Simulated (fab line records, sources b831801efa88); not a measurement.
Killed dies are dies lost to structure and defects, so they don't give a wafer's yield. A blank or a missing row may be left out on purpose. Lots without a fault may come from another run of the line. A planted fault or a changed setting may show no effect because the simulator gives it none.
fab line records | flow sky130
record lots=5 wafers=15 last_day=50
route steps=708 shown FIELD_ISO@1 PAD_OPEN@708
lots that met no fault: from a run of the same line without faults
start_h: hours from the record's first day to the start of the lot's first wafer shown | wait_h: hours since the lot's step before | " the same as in the row above | L1.1+2: a row that stands for several wafers | - no value, or no start given | * or withheld: withheld | < > ~ a bound
route shown NAME@n: a module of which the file shows steps, and the number in the route of the first | usual: mean/standard deviation of fault-free wafers | same: alike in all rows | chamber/n: place in a boat | sites: the reading at each site | _std_site: their standard deviation | _edge_site: outer sites' mean less inner sites' | radius_mm: how far each site lies from the wafer's centre | mask NAME#n: copy n | behind: the tool/chamber that last shaped the wafer | hold: why the lot was held/for how many hours/how that ended | device: the transistor (n, p or np) that didn't switch | end of line: the same wafers' tests at the end of the route | a step without rows: its recipe alone | killed: dies lost to structure and defects at the first sort, not the wafer's yield | map: a wafer's dies, x killed, . not, _ none there
set.NAME: the setting as run; set.NAME@STEP: as run at that earlier step | model.NAME: the simulator's own value behind a step, which no gauge read
lots at some steps of the route; a table a step, a row a wafer
services: from which hour (start_h, from the record's first day; less than 0 if before it) a tool's chamber was out of use, for how many hours, and why
## steps
# step SKY_FIELD_ISO_BOW_MEAS_00
# recipe mode=bow
# usual INCOMING_BOW=-1/5.7
# columns lot.wafer tool chamber start_h wait_h INCOMING_BOW[um]
L399.2 film_metro-02 - 25.02 - 4
L399.3 " - " " -12
L399.6 " - " " -10
L407.1 film_metro-02 - 65.00 - 3
L407.4 " - " " 7
L407.5 " - " " 0
L410.1 film_metro-02 - 80.00 - -3
L410.3 " - " " -6
L410.6 " - " " 7
L415.2 film_metro-01 - 105.02 - 2
L415.4 " - " " 3
L415.6 " - " " 9
L416.2 film_metro-04 - 110.02 - 3
L416.3 " - " " 4
L416.5 " - " " -4
# step SKY_FIELD_ISO_OXIDATION_01
# recipe temp_c=900 ambient=O2 stabilise_s=600 purge_s=300 target_thk_a=120 ox_time_s=1843
# step SKY_FIELD_ISO_THK_MEAS_02
# recipe reads=SiO2_of_FIELD_ISO_OXIDATION_01
# usual FIELD_ISO_OXIDATION_00_THK=12.03/0.2
# columns lot.wafer tool chamber start_h wait_h FIELD_ISO_OXIDATION_00_THK[nm]
L399.2 film_metro-02 - 27.70 0.0 12.01
L399.3 " - " " 11.99
L399.6 " - " " 12.02
L407.1 film_metro-02 - 66.63 0.0 12.23
L407.4 " - " " 12.25
L407.5 " - " " 12.05
L410.1 film_metro-02 - 81.63 0.0 12.14
L410.3 " - " " 12.31
L410.6 " - " " 11.87
L415.2 film_metro-01 - 106.64 0.0 12.01
L415.4 " - " " 12.02
L415.6 " - " " 11.89
L416.2 film_metro-02 - 111.64 0.0 11.77
L416.3 " - " " 11.67
L416.5 " - " " 11.64
# step SKY_FIELD_ISO_CVD_03
# recipe material=Si3N4 precursor=DCS/NH3 target_thk_nm=165 temp_c=770 time_s=2830 pressure_mtorr=250
# step SKY_FIELD_ISO_THK_MEAS_04
# recipe reads=Si3N4_of_FIELD_ISO_CVD_03
# usual FIELD_ISO_CVD_03_THK=164.0/1.3
# columns lot.wafer tool chamber start_h wait_h FIELD_ISO_CVD_03_THK[nm]
L399.2 film_metro-01 - 29.55 0.0 163.9
L399.3 " - " " 165.3
L399.6 " - " " 165.6
L407.1 film_metro-01 - 69.04 0.0 163.4
L407.4 " - " " 163.7
L407.5 " - " " 163.6
L410.1 film_metro-01 - 83.48 0.0 162.5
L410.3 " - " " 162.8
L410.6 " - " " 162.7
L415.2 film_metro-02 - 108.49 0.0 163.1
L415.4 " - " " 165.1
L415.6 " - " " 163.7
L416.2 film_metro-01 - 113.49 0.0 164.7
L416.3 " - " " 164.9
L416.5 " - " " 164.4
# step SKY_FIELD_ISO_DEHYDRATE_05
# recipe temp_c=200 time_s=60
# step SKY_FIELD_ISO_HMDS_06
# recipe prime_time_s=60 prime_temp_c=120
# step SKY_FIELD_ISO_COAT_07
# recipe resist=BARC temp_c=withheld time_s=withheld spin_rpm=3000 resist_thk_nm=60
# step SKY_FIELD_ISO_COAT_08
# recipe resist=KrF-thick spin_rpm=3000 resist_thk_nm=450
# step SKY_FIELD_ISO_SOFTBAKE_09
# recipe temp_c=100 time_s=90 resist=KrF-thick
# step SKY_FIELD_ISO_EXPOSE_10
# recipe mask_id=FOM na=0.68 source_shape=annular sigma_inner=0.4 sigma_outer=0.8 target_cd_nm=150 dose_mj=28
# usual exposure_dose_mJ_cm2=28.001/0.027
# columns lot.wafer tool chamber start_h wait_h mask exposure_dose_mJ_cm2
L399.2 krf_scanner-01 0 37.50 - FOM#0 27.940
L399.3 " 0 " " FOM#0 27.947
L399.6 " 0 " " FOM#0 27.959
L407.1 krf_scanner-01 0 77.66 - FOM#0 25.706
L407.4 " 0 " " FOM#0 25.708
L407.5 " 0 " " FOM#0 25.732
L410.1 krf_scanner-02 0 91.78 - FOM#0 28.011
L410.3 " 0 " " FOM#0 27.937
L410.6 " 0 " " FOM#0 28.005
L415.2 krf_scanner-02 0 117.95 - FOM#0 28.045
L415.4 " 0 " " FOM#0 28.023
L415.6 " 0 " " FOM#0 28.007
L416.2 krf_scanner-02 0 123.40 - FOM#0 27.997
L416.3 " 0 " " FOM#0 27.944
L416.5 " 0 " " FOM#0 27.999
# step SKY_FIELD_ISO_PEB_11
# recipe peb_temp_c=withheld peb_time_s=withheld resist=KrF-thick
# step SKY_FIELD_ISO_DEVELOP_12
# recipe develop_time_s=60 resist=KrF-thick dev_temp_c=21
# step SKY_FIELD_ISO_CD_MEAS_13
# recipe target_cd_nm=150
# usual cd_nm=149.9/1.7
# columns lot.wafer tool chamber start_h wait_h hold cd_nm
L399.2 cd_sem-02 - 45.18 - - 149.6
L399.3 " - " " - 150.6
L399.6 " - " " - 150.8
L407.1 cd_sem-01 - 86.08 - await_dispo/0.2h/release 88.2
L407.4 " - " " await_dispo/0.2h/release 128.1
L407.5 " - " " await_dispo/0.2h/release 131.3
L407.1 cd_sem-01 - 86.53 0.4 - 88.0
L407.4 " - " " - 127.9
L407.5 " - " " - 131.8
L410.1 cd_sem-02 - 101.03 - - 149.5
L410.3 " - " " - 147.6
L410.6 " - " " - 147.2
L415.2 cd_sem-01 - 127.13 - - 150.2
L415.4 " - " " - 150.2
L415.6 " - " " - 148.9
L416.2 cd_sem-02 - 132.28 - - 148.1
L416.3 " - " " - 146.8
L416.5 " - " " - 145.7
# step SKY_FIELD_ISO_ETCH_14
# recipe chemistry=N2/H2 target=BARC ion_energy_ev=200 source_w=500 bias_w=100 pressure_mtorr=30 n2_flow_sccm=100 h2_flow_sccm=200 stop_on=SiO2 time_s=45.9 target_depth_a=600
# usual drypump_motor_current_A=5.9/0.41 oes_product_au=0.855/0.0049 throttle_valve_pct=13.225/0.0086
# columns lot.wafer tool chamber start_h wait_h hold drypump_motor_current_A oes_product_au rf_hours_counter_h throttle_valve_pct model.FIELD_ISO.cd_nm
L399.2 rie_diel-02 2 45.28 0.1 - 5.5 0.858 3 13.230 149.7
L399.3 " 1 " " - 5.6 0.857 93 13.237 150.8
L399.6 " 2 " " - 5.5 0.857 - 13.229 150.5
L407.1 rie_diel-02 2 91.90 5.3 await_dispo/5.2h/release 5.5 0.858 3 13.233 88.24
L407.4 " 0 " " await_dispo/5.2h/release 5.9 0.855 70 13.218 128.6
L407.5 " 0 " " await_dispo/5.2h/release 5.9 0.857 - 13.224 132.3
L410.1 rie_diel-02 2 101.15 0.1 - 5.5 0.858 4 13.234 150.3
L410.3 " 0 " " - 5.9 0.862 71 13.227 147.9
L410.6 " 2 " " - 5.5 0.860 - 13.216 147.9
L415.2 rie_diel-03 1 127.23 0.1 - 4.9 0.861 7 13.215 149.7
L415.4 " 3 " " - 6.2 0.844 29 13.224 149.6
L415.6 " 3 " " - 6.1 0.858 - 13.207 148
L416.2 rie_diel-02 1 132.38 0.1 - 5.6 0.856 95 13.223 148.5
L416.3 " 3 " " - 6.0 0.857 97 13.227 147
L416.5 " 1 " " - 5.6 0.853 - 13.236 146
# step SKY_FIELD_ISO_ETCH_15
# recipe chemistry=CHF3/O2 target_depth_nm=180 stop_on=Si source_w=600 bias_w=200 pressure_mtorr=40 chf3_flow_sccm=50 O2_flow_sccm=5 time_s=72
# usual chf3_flow_sccm=50.00/0.14 drypump_motor_current_A=5.9/0.41 oes_product_au=0.943/0.0068 throttle_valve_pct=8.843/0.0095
# columns lot.wafer tool chamber start_h wait_h chf3_flow_sccm drypump_motor_current_A oes_product_au rf_hours_counter_h throttle_valve_pct
L399.2 rie_diel-02 2 45.32 0.0 49.74 5.5 0.935 3 8.835
L399.3 " 1 " " 50.09 5.6 0.952 93 8.840
L399.6 " 2 " " 49.68 5.5 0.952 - 8.847
L407.1 rie_diel-02 2 91.94 0.0 50.11 5.5 0.931 4 8.850
L407.4 " 0 " " 49.85 5.9 0.945 70 8.861
L407.5 " 0 " " 49.86 5.9 0.949 - 8.844
L410.1 rie_diel-02 2 101.19 0.0 50.07 5.4 0.934 4 8.839
L410.3 " 0 " " 49.85 5.9 0.943 71 8.851
L410.6 " 2 " " 49.90 5.4 0.937 - 8.839
L415.2 rie_diel-03 1 127.27 0.0 49.94 4.9 0.936 7 8.866
L415.4 " 3 " " 50.17 6.1 0.945 30 8.840
L415.6 " 3 " " 49.98 6.1 0.941 - 8.813
L416.2 rie_diel-02 1 132.42 0.0 49.82 5.6 0.943 95 8.852
L416.3 " 3 " " 49.94 6.0 0.947 97 8.856
L416.5 " 1 " " 49.89 5.6 0.951 - 8.839
# step SKY_FIELD_ISO_STRIP_16
# recipe chemistry=O2/N2 power_w=1400 pressure_mtorr=1500 platen_temp_c=withheld o2_flow_sccm=3000 n2_flow_sccm=300 overash_fraction=0.5
# usual drypump_motor_current_A=5.8/0.38 oes_product_au=0.378/0.0052 strip_time_to_endpoint_s=3.54/0.04
# columns lot.wafer tool chamber start_h wait_h drypump_motor_current_A oes_product_au rf_hours_counter_h strip_time_to_endpoint_s
L399.2 plasma_asher-01 0 45.38 0.0 6.4 0.388 23 3.55
L399.3 " 1 " " 5.5 0.380 - 3.61
L399.6 " 0 " " 6.4 0.373 - 3.50
L407.1 plasma_asher-01 0 92.00 0.0 6.4 0.370 27 3.52
L407.4 " 1 " " 5.5 0.382 - 3.53
L407.5 " 0 " " 6.3 0.371 - 3.54
L410.1 plasma_asher-01 1 101.25 0.0 5.6 0.384 28 3.50
L410.3 " 1 " " 5.6 0.376 - 3.54
L410.6 " 1 " " 5.6 0.377 - 3.53
L415.2 plasma_asher-04 0 127.33 0.0 5.6 0.372 43 3.52
L415.4 " 0 " " 5.6 0.380 - 3.56
L415.6 " 1 " " 5.9 0.379 - 3.57
L416.2 plasma_asher-03 0 132.48 0.0 5.1 0.377 45 3.57
L416.3 " 1 " " 6.0 0.382 - 3.58
L416.5 " 0 " " 5.1 0.379 - 3.56
# step SKY_FIELD_ISO_ETCH_17
# recipe target_depth_a=3420 mask_material=Si3N4 chemistry=HBr/Cl2/O2 target=Si taper_deg=5 icp_w=600 bias_w=150 pressure_mtorr=15 HBr_flow_sccm=150 Cl2_flow_sccm=40 O2_flow_sccm=6 time_s=97.7
# usual drypump_motor_current_A=5.7/0.5 oes_product_au=0.998/0.0097 throttle_valve_pct=25.657/0.01
# columns lot.wafer tool chamber start_h wait_h drypump_motor_current_A oes_product_au rf_hours_counter_h throttle_valve_pct model.FIELD_ISO.cd_nm
L399.2 rie_si-02 3 45.48 0.1 5.0 0.999 3 25.646 149.4
L399.3 " 0 " " 5.3 0.995 7 25.637 150.2
L399.6 " 1 " " 5.8 1.005 - 25.647 151
L407.1 rie_si-02 1 92.10 0.1 5.8 1.018 1 25.654 87.8
L407.4 " 2 " " 5.7 1.012 3 25.631 127.9
L407.5 " 3 " " 5.0 1.001 - 25.669 131.6
L410.1 rie_si-02 3 101.35 0.1 5.0 0.988 4 25.675 149.6
L410.3 " 1 " " 5.8 1.002 1 25.663 147.2
L410.6 " 2 " " 5.6 1.011 - 25.655 147.8
L415.2 rie_si-02 3 127.43 0.1 5.0 0.994 4 25.658 147.8
L415.4 " 2 " " 5.7 1.024 3 25.639 148.4
L415.6 " 0 " " 5.3 0.998 - 25.671 146.4
L416.2 rie_si-01 1 132.58 0.1 6.3 0.998 103 25.678 147.8
L416.3 " 2 " " 6.5 0.997 63 25.638 145.7
L416.5 " 1 " " 6.3 0.989 - 25.675 144.3
# step SKY_FIELD_ISO_WET_ETCH_18
# recipe chemistry=H3PO4 target_depth_nm=25 temp_c=160 target=Si3N4 time_s=286
# step SKY_PAD_OPEN_PROBE_99
# usual killed_at_M0_to_M3=43/7.9 killed_at_M4_up=2.9/1.8 killed_at_contacts=24/5.5 killed_at_front_end=15/4.2 killed_at_other=0.2/0.46 killed_dies=86/11 killed_open=47/8.1 killed_short=39/6.4
# same gross_dies=492 killed_at_back_side=0
# columns lot.wafer tool chamber start_h wait_h hold killed_at_M0_to_M3 killed_at_M4_up killed_at_contacts killed_at_front_end killed_at_other killed_dies killed_open killed_short
L399.2 prober-02 - 1100.25 0.1 - 33 3 14 20 0 70 43 27
L399.3 prober-02 - 1100.30 0.2 - 39 5 20 12 0 76 40 36
L399.6 prober-02 - 1100.45 0.2 - 43 4 23 11 1 82 45 37
L407.1 prober-02 - 1149.68 0.1 await_dispo/3.4h/scrap 38 4 17 432 1 492 57 33
L407.4 prober-02 - 1149.83 0.2 await_dispo/3.4h/scrap 43 0 23 91 1 158 42 41
L407.5 prober-02 - 1149.88 0.2 await_dispo/3.4h/scrap 45 2 23 39 1 110 49 41
L410.1 prober-01 - 1163.35 0.1 - 38 3 20 11 0 72 42 30
L410.3 prober-01 - 1163.45 0.2 - 45 3 21 11 0 80 43 37
L410.6 prober-01 - 1163.60 0.2 - 18 2 26 16 0 62 38 24
L415.2 prober-02 - 1185.13 0.1 - 42 2 30 25 1 100 51 49
L415.4 prober-02 - 1185.23 0.2 - 50 4 24 20 0 98 50 48
L415.6 prober-02 - 1185.33 0.2 - 35 2 24 7 0 68 33 35
L416.2 prober-01 - 1189.06 0.1 - 46 1 23 18 1 89 48 41
L416.3 prober-01 - 1189.11 0.2 - 49 7 26 16 1 99 55 44
L416.5 prober-01 - 1189.21 0.2 - 56 1 21 18 0 96 51 45
# killed by level:class
L399.2 VIA1:geometric_particle:open=9 VIA2:geometric_particle:open=8 FIELD_ISO:geometric_particle:open=6 METAL2:geometric_particle:short=6 LI_CONTACT:geometric_particle:open=5 CONTACT:geometric_particle:open=4 FIELD_ISO:geometric_particle:short=3 METAL4:geometric_particle:short=3
L399.3 VIA1:geometric_particle:open=10 CONTACT:geometric_particle:open=7 METAL2:geometric_particle:short=6 VIA2:geometric_particle:open=6 LI_CONTACT:geometric_particle:open=5 CONTACT:geometric_particle:short=4 VIA1:geometric_particle:short=4 VIA2:geometric_particle:short=4
L399.6 VIA1:geometric_particle:open=11 VIA2:geometric_particle:open=8 LOCAL_INTERCONNECT:geometric_particle:short=7 CONTACT:geometric_particle:open=7 METAL1:geometric_particle:open=5 VIA3:geometric_particle:open=5 METAL1:geometric_particle:short=4 CONTACT:geometric_particle:short=4
L407.1 FIELD_ISO:area_expose=402 FIELD_ISO:geometric_particle:open=13 VIA3:geometric_particle:open=10 CONTACT:geometric_particle:open=8 VIA1:geometric_particle:open=8 FIELD_ISO:geometric_particle:short=6 VIA2:geometric_particle:open=6 METAL1:geometric_particle:short=4
L407.4 FIELD_ISO:area_expose=75 VIA1:geometric_particle:open=8 CONTACT:geometric_particle:open=8 FIELD_ISO:geometric_particle:short=6 VIA3:geometric_particle:open=6 METAL2:geometric_particle:short=6 VIA2:geometric_particle:open=6 VIA1:geometric_particle:short=5
L407.5 FIELD_ISO:area_expose=20 VIA3:geometric_particle:open=8 VIA2:geometric_particle:open=8 FIELD_ISO:geometric_particle:open=7 VIA1:geometric_particle:open=7 CONTACT:geometric_particle:open=6 CONTACT:geometric_particle:short=5 VIA1:geometric_particle:short=5
L410.1 VIA1:geometric_particle:open=8 VIA3:geometric_particle:open=7 CONTACT:geometric_particle:open=6 LI_CONTACT:geometric_particle:open=5 LOCAL_INTERCONNECT:geometric_particle:short=4 CONTACT:geometric_particle:short=4 METAL2:geometric_particle:short=4 VIA2:geometric_particle:open=4
L410.3 VIA1:geometric_particle:open=11 VIA2:geometric_particle:open=9 LI_CONTACT:geometric_particle:open=6 LOCAL_INTERCONNECT:geometric_particle:short=6 VIA3:geometric_particle:open=5 POLY_GATE:geometric_particle:short=4 METAL1:geometric_particle:short=4 VIA1:geometric_particle:short=4
L410.6 CONTACT:geometric_particle:open=13 POLY_GATE:geometric_particle:short=7 VIA3:geometric_particle:open=6 LI_CONTACT:geometric_particle:open=5 POLY_GATE:geometric_particle:open=4 LOCAL_INTERCONNECT:geometric_particle:short=4 METAL1:geometric_particle:short=4 CONTACT:geometric_particle:short=3
L415.2 VIA1:geometric_particle:open=11 CONTACT:geometric_particle:open=9 FIELD_ISO:geometric_particle:open=7 VIA1:geometric_particle:short=7 METAL3:geometric_particle:short=7 FIELD_ISO:geometric_particle:short=6 LI_CONTACT:geometric_particle:open=6 LOCAL_INTERCONNECT:geometric_particle:short=6
L415.4 FIELD_ISO:geometric_particle:open=9 VIA1:geometric_particle:open=8 CONTACT:geometric_particle:short=7 VIA2:geometric_particle:open=7 VIA3:geometric_particle:open=7 VIA2:geometric_particle:short=6 LI_CONTACT:geometric_particle:open=5 METAL3:geometric_particle:short=5
L415.6 VIA1:geometric_particle:open=11 CONTACT:geometric_particle:open=7 METAL1:geometric_particle:short=6 METAL2:geometric_particle:short=5 LI_CONTACT:geometric_particle:short=5 VIA2:geometric_particle:open=5 FIELD_ISO:geometric_particle:short=4 CONTACT:geometric_particle:short=4
L416.2 VIA1:geometric_particle:open=10 VIA3:geometric_particle:open=9 LI_CONTACT:geometric_particle:open=8 CONTACT:geometric_particle:open=8 POLY_GATE:geometric_particle:short=6 METAL1:geometric_particle:short=6 METAL2:geometric_particle:short=6 POLY_GATE:geometric_particle:open=5
L416.3 CONTACT:geometric_particle:open=13 VIA2:geometric_particle:open=8 POLY_GATE:geometric_particle:short=6 VIA1:geometric_particle:open=6 METAL3:geometric_particle:short=6 LI_CONTACT:geometric_particle:open=5 CONTACT:geometric_particle:short=5 VIA3:geometric_particle:short=5
L416.5 VIA2:geometric_particle:open=12 VIA1:geometric_particle:open=10 VIA3:geometric_particle:open=9 CONTACT:geometric_particle:open=7 POLY_GATE:geometric_particle:short=6 CONTACT:geometric_particle:short=6 METAL1:geometric_particle:short=6 METAL2:geometric_particle:short=6
# map L407.1 (x killed, . not)
__________xxxxxxxxxx_________
________xxxxxxxxxxxxxx_______
______xxxxxxxxxxxxxxxxxx_____
_____xxxxxxxxxxxxxxxxxxxx____
____xxxxxxxxxxxxxxxxxxxxxx___
___xxxxxxxxxxxxxxxxxxxxxxxx__
__xxxxxxxxxxxxxxxxxxxxxxxxxx_
_xxxxxxxxxxxxxxxxxxxxxxxxxxxx
_xxxxxxxxxxxxxxxxxxxxxxxxxxxx
_xxxxxxxxxxxxxxxxxxxxxxxxxxxx
_xxxxxxxxxxxxxxxxxxxxxxxxxxxx
_xxxxxxxxxxxxxxxxxxxxxxxxxxxx
_xxxxxxxxxxxxxxxxxxxxxxxxxxxx
_xxxxxxxxxxxxxxxxxxxxxxxxxxxx
_xxxxxxxxxxxxxxxxxxxxxxxxxxxx
__xxxxxxxxxxxxxxxxxxxxxxxxxx_
___xxxxxxxxxxxxxxxxxxxxxxxx__
____xxxxxxxxxxxxxxxxxxxxxx___
_____xxxxxxxxxxxxxxxxxxxx____
______xxxxxxxxxxxxxxxxxx_____
________xxxxxxxxxxxxxx_______
__________xxxxxxxxxx_________
# map L399.6 (x killed, . not)
__________.x........_________
________..x.x...x..x.._______
______.............xx..x_____
_____.......x.........x..____
____x.xxxxx..........x....___
___....................x...__
__.........x.........xxx..x._
_.....x.............x..x....x
_........x...x..........x.x..
_x.........x.....x........xx.
_....x....x.x..x..x.......x..
_......x...xx.x..........x...
_.x.xx....................x..
_..x....x.......x.........x..
_........x.........x.........
__...x.x...........x..x....._
___..x......x..x.......x...__
____x..x...x......x.....xx___
_____x....x...x.x...x....____
______....x.x......x..x._____
________.x............_______
__________.x........_________
## services
# columns tool chamber start_h hours kind
rie_si-02 1 15.08 5.4 repair
rie_si-01 2 15.25 14.4 repair
rie_diel-02 1 19.45 3.7 repair
krf_scanner-02 - 20.10 1.0 pm
rie_diel-03 - 24.33 14.6 pm
krf_scanner-01 - 38.34 4.0 pm
rie_diel-03 - 52.47 1.1 repair
krf_scanner-02 - 55.63 3.7 repair
rie_diel-03 - 62.60 3.1 repair
krf_scanner-02 - 67.51 2.5 repair
krf_scanner-02 - 73.98 1.3 pm
krf_scanner-01 - 84.83 0.8 pm
rie_si-01 0 85.37 3.8 repair
krf_scanner-02 - 93.51 0.8 pm
rie_si-02 - 102.70 14.6 pm
plasma_asher-04 - 104.48 2.5 repair
rie_diel-03 - 113.24 4.3 pm
plasma_asher-03 - 124.32 2.8 pm
rie_diel-02 3 126.60 3.7 repair
## key
first_sign step=SKY_FIELD_ISO_EXPOSE_10 reading=exposure_dose_mJ_cm2 direction=down sigmas=84 usual=* struck=*
effect step=SKY_FIELD_ISO_CD_MEAS_13 reading=visit direction=added through=control_loop
effect step=SKY_FIELD_ISO_CD_MEAS_13 reading=cd_nm direction=down sigmas=20 usual=149.9 struck=115.9 through=control_loop
effect step=SKY_PAD_OPEN_PROBE_99 reading=killed_at_front_end direction=up sigmas=41 usual=15 struck=187
model_effect step=SKY_FIELD_ISO_ETCH_14 value=FIELD_ISO.cd_nm without=148.2 struck=116.4
model_effect step=SKY_FIELD_ISO_ETCH_17 value=FIELD_ISO.cd_nm without=147.8 struck=115.8
more_kills_born_at SKY_FIELD_ISO_EXPOSE_10@krf_scanner-01=497
met_at SKY_FIELD_ISO_EXPOSE_10
struck_wafers L407.1,L407.4,L407.5
later_rows_left_out L407.1
tester_left_out L407
loop_trim step=SKY_FIELD_ISO_EXPOSE_10 setting=dose lots=L407
onset_between 37.50 77.66
fault kind=process_parameter_drift tool=krf_scanner-01 chamber=- onset_h=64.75 steps=SKY_FIELD_ISO_EXPOSE_10 channel=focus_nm offset=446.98 spread_by_wafer=0.3 shape=step end_h=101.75
# tester_left_out: of these lots the tester's yield and bins aren't shown, on N5 and GAA mostly nor the transistor test; their killed dies are dies lost to structure and defects alone, not to doping, threshold or leakage, so they don't give the yield
# later_rows_left_out: the simulator's readings of these wafers behind a module that went badly wrong aren't trusted and aren't shown, but for the sort
# loop_trim: a control loop set the setting to another value than it would have without faults
